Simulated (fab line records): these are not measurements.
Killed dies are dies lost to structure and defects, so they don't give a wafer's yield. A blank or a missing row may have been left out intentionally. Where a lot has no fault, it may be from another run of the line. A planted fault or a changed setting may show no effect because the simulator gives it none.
fab line records | flow sky130
[record] lots = 15 | wafers = 45 | lastDay = 50
route steps=708 shown FIELD_ISO@3 LDD_HVN@276 LDD_HVP@287 SD_N@350 METAL2@484
lots with no fault: from the same line, run without faults
startH: start of the lot's first displayed wafer, in hours after the record's first day | waitH: hours since the lot's step before | " the same as in the row above | L1.1+2: one row covering several wafers at once | - either no value or no given start | * or withheld: withheld | < > ~ a bound
route shown NAME@n: NAME is a module with steps in the file, n the number in the route of the first one | usual: mean and standard deviation over wafers with no fault | same: alike in all rows | chamber/n: place in a boat | sites: the reading at each site | _std_site: standard deviation of those values | _edge_site: outer sites' mean less inner sites' | radiusMm: for every site, how far away it sits from the centre of the wafer | mask NAME#n: copy n | behind: the last tool/chamber to shape the wafer | hold: why the lot was held/for how many hours/how that ended | device: names the non-switching transistor (n, p or np) | end of line: tests run on the same wafers once the route is complete | for a step that has no rows: nothing shown but its recipe | killed: dies that structure and defects cost at the first sort, which is not the same as the wafer's yield | map: a wafer's dies, marking killed ones x, the rest . and places with no die _
set.NAME: setting as actually run; set.NAME@STEP: the setting as run at that earlier step | model.NAME: the simulator's own value behind a step, which no gauge read
steps of the route over a sample of lots; a table a step, a row a wafer
services: the hour from which a tool's chamber was out of use, counted from the record's first day as startH (under 0 if before that day), plus the number of hours and why
[[steps]]
[step SKY_FIELD_ISO_THK_MEAS_02]
[recipe] reads = SiO2_of_FIELD_ISO_OXIDATION_01
[usual] FIELD_ISO_OXIDATION_00_THK = 11.28/0.24
lot.wafer | tool         | chamber | startH | waitH | FIELD_ISO_OXIDATION_00_THK[nm]
L266.2    | filmMetro-01 | -       | 13.04  | 0.0   | 11.34
L266.3    | "            | -       | "      | "     | 11.30
L266.6    | "            | -       | "      | "     | 11.24
L267.1    | filmMetro-03 | -       | 16.63  | 0.0   | 11.54
L267.5    | "            | -       | "      | "     | 11.58
L267.6    | "            | -       | "      | "     | 11.68
L269.4    | filmMetro-04 | -       | 26.66  | 0.0   | 11.53
L269.5    | "            | -       | "      | "     | 11.59
L269.6    | "            | -       | "      | "     | 11.50
L270.1    | filmMetro-04 | -       | 32.52  | 0.0   | 11.48
L270.2    | "            | -       | "      | "     | 11.34
L270.3    | "            | -       | "      | "     | 11.45
L271.4    | filmMetro-01 | -       | 36.66  | 0.0   | 11.21
L271.5    | "            | -       | "      | "     | 11.48
L271.6    | "            | -       | "      | "     | 11.71
L275.1    | filmMetro-03 | -       | 56.63  | 0.0   | 11.41
L275.2    | "            | -       | "      | "     | 11.36
L275.3    | "            | -       | "      | "     | 11.26
L277.3    | filmMetro-01 | -       | 67.77  | 0.0   | 11.17
L277.4    | "            | -       | "      | "     | 11.13
L277.6    | "            | -       | "      | "     | 11.20
L279.3    | filmMetro-04 | -       | 76.65  | 0.0   | 11.20
L279.5    | "            | -       | "      | "     | 11.16
L279.6    | "            | -       | "      | "     | 11.06
L280.1    | filmMetro-01 | -       | 81.63  | 0.0   | 11.38
L280.2    | "            | -       | "      | "     | 11.22
L280.3    | "            | -       | "      | "     | 11.18
L281.1    | filmMetro-01 | -       | 86.63  | 0.0   | 11.01
L281.5    | "            | -       | "      | "     | 11.15
L281.6    | "            | -       | "      | "     | 11.11
L282.2    | filmMetro-01 | -       | 91.64  | 0.0   | 11.11
L282.3    | "            | -       | "      | "     | 11.17
L282.4    | "            | -       | "      | "     | 11.18
L283.1    | filmMetro-01 | -       | 99.60  | 0.0   | 11.13
L283.4    | "            | -       | "      | "     | 11.51
L283.6    | "            | -       | "      | "     | 11.35
L284.1    | filmMetro-01 | -       | 101.90 | 0.0   | 11.17
L284.3    | "            | -       | "      | "     | 11.28
L284.6    | "            | -       | "      | "     | 11.32
L286.4    | filmMetro-03 | -       | 111.82 | 0.0   | 11.43
L286.5    | "            | -       | "      | "     | 11.33
L286.6    | "            | -       | "      | "     | 11.60
L287.3    | filmMetro-01 | -       | 117.17 | 0.0   | 11.38
L287.5    | "            | -       | "      | "     | 11.37
L287.6    | "            | -       | "      | "     | 11.22
[step SKY_LDD_HVN_STRIP_09]
[recipe] chemistry = O2/N2 | powerW = 1400 | pressureMtorr = 1500 | platenTempC = withheld | o2FlowSccm = 3000 | n2FlowSccm = 300 | overashFraction = 0.5
[usual] chamberPressureMTorr = 1500.0/1.3 | drypumpMotorCurrentA = 5.7/0.38 | oesProductAu = 0.408/0.004 | stripTimeToEndpointS = 4.131/0.013
lot.wafer | tool           | chamber | startH | waitH | chamberPressureMTorr | drypumpMotorCurrentA | oesProductAu | rfHoursCounterH | stripTimeToEndpointS
L266.2    | plasmaAsher-04 | 1       | 456.58 | 0.1   | 1501.7               | 6.3                  | 0.414        | 65              | 4.126
L266.3    | "              | 1       | "      | "     | 1500.0               | 6.3                  | 0.410        | -               | 4.114
L266.6    | "              | 1       | "      | "     | 1499.6               | 6.3                  | 0.404        | -               | 4.128
L267.1    | plasmaAsher-04 | 0       | 468.65 | 0.1   | 1498.5               | 5.6                  | 0.410        | 66              | 4.122
L267.5    | "              | 0       | "      | "     | 1498.6               | 5.6                  | 0.404        | -               | 4.138
L267.6    | "              | 1       | "      | "     | 1500.5               | 6.3                  | 0.404        | -               | 4.135
L269.4    | plasmaAsher-04 | 1       | 492.91 | 0.1   | 1500.0               | 6.3                  | 0.417        | -               | 4.131
L269.5    | "              | 1       | "      | "     | 1502.3               | 6.3                  | 0.405        | -               | 4.147
L269.6    | "              | 0       | "      | "     | 1500.3               | 5.6                  | 0.401        | -               | 4.134
L270.1    | plasmaAsher-03 | 1       | 502.48 | 0.1   | 1498.7               | 5.2                  | 0.406        | 80              | 4.119
L270.2    | "              | 0       | "      | "     | 1502.0               | 5.7                  | 0.412        | 80              | 4.121
L270.3    | "              | 0       | "      | "     | 1498.2               | 5.7                  | 0.400        | -               | 4.121
L271.4    | plasmaAsher-04 | 1       | 510.16 | 0.1   | 1500.8               | 6.3                  | 0.410        | -               | 4.123
L271.5    | "              | 0       | "      | "     | 1502.4               | 5.6                  | 0.409        | -               | 4.120
L271.6    | "              | 1       | "      | "     | 1500.8               | 6.3                  | 0.407        | -               | 4.139
L275.1    | plasmaAsher-01 | 0       | 542.55 | 0.1   | 1499.3               | 5.4                  | 0.402        | 11              | 4.110
L275.2    | "              | 1       | "      | "     | 1499.9               | 5.5                  | 0.404        | 11              | 4.112
L275.3    | "              | 0       | "      | "     | 1498.5               | 5.3                  | 0.417        | -               | 4.138
L277.3    | plasmaAsher-04 | 0       | 564.36 | 0.1   | 1499.4               | 5.6                  | 0.417        | -               | 4.118
L277.4    | "              | 1       | "      | "     | 1499.7               | 6.3                  | 0.408        | -               | 4.129
L277.6    | "              | 1       | "      | "     | 1499.4               | 6.3                  | 0.406        | -               | 4.143
L279.3    | plasmaAsher-01 | 1       | 580.51 | 0.1   | 1499.4               | 5.5                  | 0.399        | -               | 4.131
L279.5    | "              | 0       | "      | "     | 1498.3               | 5.4                  | 0.408        | -               | 4.128
L279.6    | "              | 1       | "      | "     | 1500.0               | 5.5                  | 0.417        | -               | 4.131
L280.1    | plasmaAsher-04 | 0       | 586.58 | 0.1   | -                    | -                    | -            | -               | -
L280.2    | "              | 1       | "      | "     | -                    | -                    | -            | -               | -
L280.3    | "              | 0       | "      | "     | -                    | -                    | -            | -               | -
L281.1    | plasmaAsher-01 | 0       | 592.53 | 0.1   | -                    | -                    | -            | -               | -
L281.5    | "              | 0       | "      | "     | -                    | -                    | -            | -               | -
L281.6    | "              | 1       | "      | "     | -                    | -                    | -            | -               | -
L282.2    | plasmaAsher-03 | 1       | 603.68 | 0.1   | -                    | -                    | -            | -               | -
L282.3    | "              | 1       | "      | "     | -                    | -                    | -            | -               | -
L282.4    | "              | 0       | "      | "     | -                    | -                    | -            | -               | -
L284.1    | plasmaAsher-04 | 1       | 617.08 | 0.1   | 1498.5               | 6.3                  | 0.410        | 81              | 4.151
L284.3    | "              | 0       | "      | "     | 1501.8               | 5.6                  | 0.415        | -               | 4.140
L284.6    | "              | 0       | "      | "     | 1498.4               | 5.6                  | 0.407        | -               | 4.137
L283.1    | plasmaAsher-01 | 1       | 617.48 | 0.1   | 1499.3               | 5.5                  | 0.411        | 19              | 4.101
L283.4    | "              | 0       | "      | "     | 1501.5               | 5.3                  | 0.414        | -               | 4.114
L283.6    | "              | 0       | "      | "     | 1500.5               | 5.3                  | 0.403        | -               | 4.111
L286.4    | plasmaAsher-03 | 1       | 637.01 | 0.1   | 1500.5               | 5.3                  | 0.407        | -               | 4.127
L286.5    | "              | 0       | "      | "     | 1500.9               | 5.7                  | 0.404        | -               | 4.118
L286.6    | "              | 1       | "      | "     | 1498.9               | 5.3                  | 0.403        | -               | 4.131
L287.3    | plasmaAsher-04 | 1       | 639.76 | 0.1   | 1499.1               | 6.3                  | 0.406        | -               | 4.134
L287.5    | "              | 0       | "      | "     | 1497.3               | 5.6                  | 0.407        | -               | 4.137
L287.6    | "              | 1       | "      | "     | 1500.3               | 6.3                  | 0.413        | -               | 4.134
[step SKY_LDD_HVP_STRIP_09]
[recipe] chemistry = O2/N2 | powerW = 1400 | pressureMtorr = 1500 | platenTempC = withheld | o2FlowSccm = 3000 | n2FlowSccm = 300 | overashFraction = 0.5
[usual] chamberPressureMTorr = 1500.0/1.3 | drypumpMotorCurrentA = 5.50/0.26 | oesProductAu = 0.408/0.0045 | stripTimeToEndpointS = 4.132/0.014
lot.wafer | tool           | chamber | startH | waitH | chamberPressureMTorr | drypumpMotorCurrentA | oesProductAu | rfHoursCounterH | stripTimeToEndpointS
L266.2    | plasmaAsher-01 | 1       | 487.78 | 0.1   | 1500.1               | 5.51                 | 0.404        | 5               | 4.148
L266.3    | "              | 1       | "      | "     | 1498.6               | 5.50                 | 0.413        | -               | 4.167
L266.6    | "              | 1       | "      | "     | 1500.4               | 5.51                 | 0.405        | -               | 4.149
L267.1    | plasmaAsher-03 | 0       | 503.06 | 0.1   | 1497.6               | 5.73                 | 0.406        | 80              | 4.122
L267.5    | "              | 0       | "      | "     | 1499.4               | 5.73                 | 0.414        | -               | 4.148
L267.6    | "              | 1       | "      | "     | 1499.4               | 5.25                 | 0.407        | -               | 4.130
L269.4    | plasmaAsher-02 | 1       | 523.16 | 0.1   | 1500.3               | 6.15                 | 0.407        | -               | 4.124
L269.5    | "              | 0       | "      | "     | 1500.4               | 5.26                 | 0.414        | -               | 4.152
L269.6    | "              | 1       | "      | "     | 1499.5               | 6.15                 | 0.411        | -               | 4.140
L270.1    | plasmaAsher-01 | 0       | 533.60 | 0.1   | 1496.9               | 5.36                 | 0.418        | 10              | 4.145
L270.2    | "              | 1       | "      | "     | 1501.9               | 5.48                 | 0.411        | 10              | 4.133
L270.3    | "              | 1       | "      | "     | 1500.0               | 5.53                 | 0.402        | -               | 4.145
L271.4    | plasmaAsher-01 | 1       | 540.70 | 0.1   | 1497.9               | 5.53                 | 0.408        | -               | 4.125
L271.5    | "              | 1       | "      | "     | 1500.3               | 5.53                 | 0.409        | -               | 4.141
L271.6    | "              | 0       | "      | "     | 1502.5               | 5.36                 | 0.405        | -               | 4.129
L275.1    | plasmaAsher-03 | 0       | 572.65 | 0.1   | 1499.9               | 5.69                 | 0.417        | 87              | 4.149
L275.2    | "              | 1       | "      | "     | 1499.2               | 5.27                 | 0.403        | 87              | 4.136
L275.3    | "              | 0       | "      | "     | 1498.6               | 5.71                 | 0.413        | -               | 4.127
L277.3    | plasmaAsher-01 | 0       | 593.76 | 0.1   | 1502.4               | 5.35                 | 0.404        | -               | 4.112
L277.4    | "              | 1       | "      | "     | 1499.6               | 5.51                 | 0.417        | -               | 4.119
L277.6    | "              | 1       | "      | "     | 1500.3               | 5.49                 | 0.409        | -               | 4.131
L279.3    | plasmaAsher-01 | 0       | 609.75 | 0.1   | 1499.3               | 5.34                 | 0.414        | -               | 4.121
L279.5    | "              | 0       | "      | "     | 1500.7               | 5.35                 | 0.413        | -               | 4.123
L279.6    | "              | 1       | "      | "     | 1500.8               | 5.52                 | 0.411        | -               | 4.125
L280.1    | plasmaAsher-02 | 1       | 616.43 | 0.1   | 1499.5               | 6.17                 | 0.600        | 47              | 8.963
L280.2    | "              | 0       | "      | "     | 1500.5               | 5.24                 | 0.607        | 47              | 8.953
L280.3    | "              | 0       | "      | "     | 1500.0               | 5.21                 | 0.600        | -               | 8.956
L281.1    | plasmaAsher-02 | 0       | 621.55 | 0.1   | 1498.8               | 5.27                 | 0.603        | 48              | 8.949
L281.5    | "              | 0       | "      | "     | 1499.1               | 5.23                 | 0.596        | -               | 8.941
L281.6    | "              | 1       | "      | "     | 1499.4               | 6.14                 | 0.605        | -               | 8.924
L282.2    | plasmaAsher-01 | 0       | 632.86 | 0.1   | 1498.6               | 5.35                 | 0.613        | 20              | 8.951
L282.3    | "              | 0       | "      | "     | 1498.3               | 5.34                 | 0.611        | -               | 8.956
L282.4    | "              | 1       | "      | "     | 1498.4               | 5.50                 | 0.607        | -               | 8.923
L284.1    | plasmaAsher-03 | 0       | 644.78 | 0.1   | 1497.4               | 5.73                 | 0.402        | 95              | 4.131
L284.3    | "              | 0       | "      | "     | 1498.1               | 5.72                 | 0.406        | -               | 4.149
L284.6    | "              | 0       | "      | "     | 1501.8               | 5.72                 | 0.409        | -               | 4.129
L283.1    | plasmaAsher-03 | 0       | 646.36 | 0.1   | 1499.6               | 5.73                 | 0.407        | 95              | 4.149
L283.4    | "              | 0       | "      | "     | 1502.0               | 5.73                 | 0.413        | -               | 4.150
L283.6    | "              | 1       | "      | "     | 1501.0               | 5.24                 | 0.407        | -               | 4.158
L286.4    | plasmaAsher-03 | 1       | 665.78 | 0.1   | 1500.6               | 5.25                 | 0.411        | -               | 4.094
L286.5    | "              | 0       | "      | "     | 1499.2               | 5.71                 | 0.413        | -               | 4.101
L286.6    | "              | 1       | "      | "     | 1499.5               | 5.25                 | 0.411        | -               | 4.109
L287.3    | plasmaAsher-01 | 0       | 668.31 | 0.1   | 1500.2               | 5.35                 | 0.416        | -               | 4.138
L287.5    | "              | 0       | "      | "     | 1501.7               | 5.34                 | 0.404        | -               | 4.127
L287.6    | "              | 1       | "      | "     | 1500.2               | 5.51                 | 0.410        | -               | 4.139
[step SKY_LDD_HVP_TW_MEAS_10]
[usual] LDD_HVP_TW = 456.8/2.1
lot.wafer | tool         | chamber | startH | waitH | LDD_HVP_TW
L266.2    | filmMetro-01 | -       | 487.89 | 0.1   | 453.6
L266.3    | "            | -       | "      | "     | 453.3
L266.6    | "            | -       | "      | "     | 451.3
L267.1    | filmMetro-04 | -       | 503.16 | 0.1   | 456.4
L267.5    | "            | -       | "      | "     | 461.0
L267.6    | "            | -       | "      | "     | 457.9
L269.4    | filmMetro-02 | -       | 523.26 | 0.1   | 457.5
L269.5    | "            | -       | "      | "     | 459.6
L269.6    | "            | -       | "      | "     | 458.3
L270.1    | filmMetro-04 | -       | 533.70 | 0.1   | 451.2
L270.2    | "            | -       | "      | "     | 457.8
L270.3    | "            | -       | "      | "     | 454.9
L271.4    | filmMetro-04 | -       | 540.79 | 0.1   | 457.6
L271.5    | "            | -       | "      | "     | 457.9
L271.6    | "            | -       | "      | "     | 456.4
L275.1    | filmMetro-04 | -       | 572.75 | 0.1   | 455.4
L275.2    | "            | -       | "      | "     | 454.2
L275.3    | "            | -       | "      | "     | 456.5
L277.3    | filmMetro-02 | -       | 593.85 | 0.1   | 456.2
L277.4    | "            | -       | "      | "     | 457.2
L277.6    | "            | -       | "      | "     | 457.2
L279.3    | filmMetro-01 | -       | 609.83 | 0.1   | 455.6
L279.5    | "            | -       | "      | "     | 456.8
L279.6    | "            | -       | "      | "     | 458.1
L280.1    | filmMetro-04 | -       | 616.53 | 0.1   | 29.8
L280.2    | "            | -       | "      | "     | 29.8
L280.3    | "            | -       | "      | "     | 30.0
L281.1    | filmMetro-01 | -       | 621.65 | 0.1   | 29.9
L281.5    | "            | -       | "      | "     | 30.0
L281.6    | "            | -       | "      | "     | 29.7
L282.2    | filmMetro-04 | -       | 632.97 | 0.1   | 29.9
L282.3    | "            | -       | "      | "     | 29.9
L282.4    | "            | -       | "      | "     | 30.0
L284.1    | filmMetro-04 | -       | 644.88 | 0.1   | 455.7
L284.3    | "            | -       | "      | "     | 456.1
L284.6    | "            | -       | "      | "     | 458.0
L283.1    | filmMetro-01 | -       | 646.46 | 0.1   | 459.8
L283.4    | "            | -       | "      | "     | 456.2
L283.6    | "            | -       | "      | "     | 456.1
L286.4    | filmMetro-01 | -       | 665.88 | 0.1   | 454.5
L286.5    | "            | -       | "      | "     | 455.4
L286.6    | "            | -       | "      | "     | 455.4
L287.3    | filmMetro-02 | -       | 668.40 | 0.1   | 459.9
L287.5    | "            | -       | "      | "     | 461.0
L287.6    | "            | -       | "      | "     | 462.1
[step SKY_SD_N_OVL_MEAS_08]
[usual] SD_N_OVL = 0.6/1.3
lot.wafer | tool       | chamber | startH | waitH | SD_N_OVL[nm]
L266.2    | overlay-01 | -       | 640.07 | 0.1   | 2.2
L266.3    | "          | -       | "      | "     | 1.6
L266.6    | "          | -       | "      | "     | 0.2
L267.1    | overlay-01 | -       | 654.93 | 0.1   | 0.5
L267.5    | "          | -       | "      | "     | 1.2
L267.6    | "          | -       | "      | "     | 0.4
L269.4    | overlay-01 | -       | 672.27 | 0.1   | 2.9
L269.5    | "          | -       | "      | "     | 3.2
L269.6    | "          | -       | "      | "     | 3.3
L270.1    | overlay-02 | -       | 682.15 | 0.1   | -1.6
L270.2    | "          | -       | "      | "     | -0.6
L270.3    | "          | -       | "      | "     | -1.3
L271.4    | overlay-01 | -       | 687.25 | 0.1   | 1.9
L271.5    | "          | -       | "      | "     | 3.3
L271.6    | "          | -       | "      | "     | 2.0
L275.1    | overlay-02 | -       | 719.31 | 0.1   | 0.8
L275.2    | "          | -       | "      | "     | -0.9
L275.3    | "          | -       | "      | "     | -0.3
L277.3    | overlay-01 | -       | 738.09 | 0.1   | 0.1
L277.4    | "          | -       | "      | "     | 0.6
L277.6    | "          | -       | "      | "     | 1.6
L279.3    | overlay-02 | -       | 752.96 | 0.1   | 1.0
L279.5    | "          | -       | "      | "     | -0.9
L279.6    | "          | -       | "      | "     | -0.1
L280.1    | overlay-01 | -       | 758.51 | 0.1   | 1.2
L280.2    | "          | -       | "      | "     | 1.3
L280.3    | "          | -       | "      | "     | 1.5
L281.1    | overlay-01 | -       | 764.63 | 0.1   | 1.4
L281.5    | "          | -       | "      | "     | 1.8
L281.6    | "          | -       | "      | "     | 1.4
L282.2    | overlay-02 | -       | 777.50 | 0.1   | -0.2
L282.3    | "          | -       | "      | "     | 1.0
L282.4    | "          | -       | "      | "     | 2.1
L284.1    | overlay-02 | -       | 785.68 | 0.1   | -0.8
L284.3    | "          | -       | "      | "     | -0.9
L284.6    | "          | -       | "      | "     | -1.5
L283.1    | overlay-01 | -       | 785.78 | 0.1   | 0.2
L283.4    | "          | -       | "      | "     | -0.5
L283.6    | "          | -       | "      | "     | -0.8
L286.4    | overlay-02 | -       | 805.53 | 0.1   | 0.0
L286.5    | "          | -       | "      | "     | 0.1
L286.6    | "          | -       | "      | "     | 0.5
L287.3    | overlay-02 | -       | 807.81 | 0.1   | 0.0
L287.5    | "          | -       | "      | "     | 0.7
L287.6    | "          | -       | "      | "     | -0.5
[step SKY_METAL2_SPUTTER_01]
[recipe] material = TiN | targetThkNm = 20 | powerW = 6500 | timeS = 16.7 | chamberPressurePa = 0.4
[usual] throttleValvePct = 30.1/1.2
lot.wafer | tool          | chamber | startH | waitH | throttleValvePct
L266.2    | pvdSputter-03 | -       | 786.17 | 0.0   | 30.5
L266.3    | "             | -       | "      | "     | 29.9
L266.6    | "             | -       | "      | "     | 30.1
L267.1    | pvdSputter-01 | -       | 800.38 | 0.0   | 31.5
L267.5    | "             | -       | "      | "     | 31.8
L267.6    | "             | -       | "      | "     | 30.0
L269.4    | pvdSputter-01 | -       | 819.87 | 0.0   | 27.5
L269.5    | "             | -       | "      | "     | 30.0
L269.6    | "             | -       | "      | "     | 27.4
L270.1    | pvdSputter-01 | -       | 826.53 | 0.0   | 30.2
L270.2    | "             | -       | "      | "     | 32.2
L270.3    | "             | -       | "      | "     | 31.6
L271.4    | pvdSputter-01 | -       | 830.39 | 0.0   | 30.0
L271.5    | "             | -       | "      | "     | 31.1
L271.6    | "             | -       | "      | "     | 27.5
L275.1    | pvdSputter-03 | -       | 861.17 | 0.0   | 29.9
L275.2    | "             | -       | "      | "     | 30.3
L275.3    | "             | -       | "      | "     | 30.4
L277.3    | pvdSputter-03 | -       | 878.58 | 0.0   | 30.4
L277.4    | "             | -       | "      | "     | 29.8
L277.6    | "             | -       | "      | "     | 31.1
L279.3    | pvdSputter-01 | -       | 892.82 | 0.0   | 31.5
L279.5    | "             | -       | "      | "     | 29.9
L279.6    | "             | -       | "      | "     | 27.7
L280.1    | pvdSputter-04 | -       | 898.68 | 0.0   | 29.5
L280.2    | "             | -       | "      | "     | 30.4
L280.3    | "             | -       | "      | "     | 29.8
L281.1    | pvdSputter-04 | -       | 903.94 | 0.0   | 29.8
L281.5    | "             | -       | "      | "     | 30.2
L281.6    | "             | -       | "      | "     | 29.6
L282.2    | pvdSputter-04 | -       | 918.42 | 0.0   | 29.7
L282.3    | "             | -       | "      | "     | 30.8
L282.4    | "             | -       | "      | "     | 30.6
L284.1    | pvdSputter-04 | -       | 927.23 | 0.0   | 29.6
L284.3    | "             | -       | "      | "     | 30.1
L284.6    | "             | -       | "      | "     | 30.4
L283.1    | pvdSputter-01 | -       | 928.04 | 0.0   | 27.4
L283.4    | "             | -       | "      | "     | 30.1
L283.6    | "             | -       | "      | "     | 30.0
L286.4    | pvdSputter-04 | -       | 943.00 | 0.0   | 30.3
L286.5    | "             | -       | "      | "     | 30.3
L286.6    | "             | -       | "      | "     | 29.8
L287.3    | pvdSputter-04 | -       | 945.02 | 0.0   | 29.7
L287.5    | "             | -       | "      | "     | 29.7
L287.6    | "             | -       | "      | "     | 30.6
[[services]]
tool           | chamber | startH | hours | kind
plasmaAsher-03 | -       | 475.07 | 0.9   | repair
pvdSputter-01  | -       | 589.37 | 2.7   | repair
pvdSputter-04  | -       | 608.83 | 4.8   | repair
pvdSputter-04  | -       | 614.12 | 1.7   | repair
plasmaAsher-04 | -       | 622.60 | 6.4   | pm
plasmaAsher-04 | -       | 629.54 | 2.2   | repair
plasmaAsher-01 | -       | 662.06 | 0.8   | repair
pvdSputter-01  | -       | 688.36 | 1.6   | repair
pvdSputter-04  | -       | 689.02 | 14.0  | repair
pvdSputter-01  | -       | 706.86 | 1.1   | repair
plasmaAsher-03 | -       | 726.33 | 2.0   | repair
plasmaAsher-04 | -       | 727.83 | 0.9   | repair
plasmaAsher-01 | -       | 728.85 | 14.0  | repair
plasmaAsher-03 | -       | 733.75 | 9.0   | pm
plasmaAsher-04 | -       | 741.54 | 3.8   | repair
plasmaAsher-04 | -       | 764.80 | 9.6   | repair
plasmaAsher-03 | -       | 765.52 | 0.5   | repair
pvdSputter-04  | -       | 778.15 | 0.7   | repair
pvdSputter-04  | -       | 792.23 | 0.8   | repair
plasmaAsher-01 | -       | 802.48 | 11.0  | repair
plasmaAsher-01 | -       | 814.02 | 1.2   | repair
plasmaAsher-03 | -       | 857.49 | 4.1   | repair
plasmaAsher-04 | -       | 862.17 | 14.6  | pm
plasmaAsher-03 | -       | 904.30 | 2.8   | pm
[[key]]
[firstSign] step = SKY_LDD_HVN_STRIP_09 | reading = toolRecord | direction = missing
[effect] step = SKY_LDD_HVP_STRIP_09 | reading = stripTimeToEndpointS | direction = up | sigmas = 99+ | usual = * | struck = *
[effect] step = SKY_LDD_HVP_TW_MEAS_10 | reading = LDD_HVP_TW | direction = down | sigmas = 99+ | usual = 456.8 | struck = 29.9
metAt SKY_LDD_HVN_STRIP_09
struckLots L280,L281,L282
sortLeftOut L280.1,L280.2,L280.3,L281.1,L281.5,L281.6,L282.2,L282.3,L282.4
testerLeftOut L280,L281,L282
notActingAt SKY_FIELD_ISO_THK_MEAS_02,SKY_SD_N_OVL_MEAS_08,SKY_METAL2_SPUTTER_01
onsetBetween 580.51 586.58
[fault] kind = skippedStepWhole | tool = plasmaAsher-01,plasmaAsher-03,plasmaAsher-04 | chamber = - | onsetH = 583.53 | steps = SKY_LDD_HVN_STRIP_09 | scope = struckLotsOnly
// testerLeftOut: of these lots the tester's yield and bins aren't shown, on N5 and GAA mostly nor the transistor test; their killed dies are dies lost to structure and defects alone, not to doping, threshold or leakage, so they don't give the yield
// sortLeftOut: the simulated sort isn't trusted on such a fault, so these wafers' sort isn't shown, and their yield isn't known
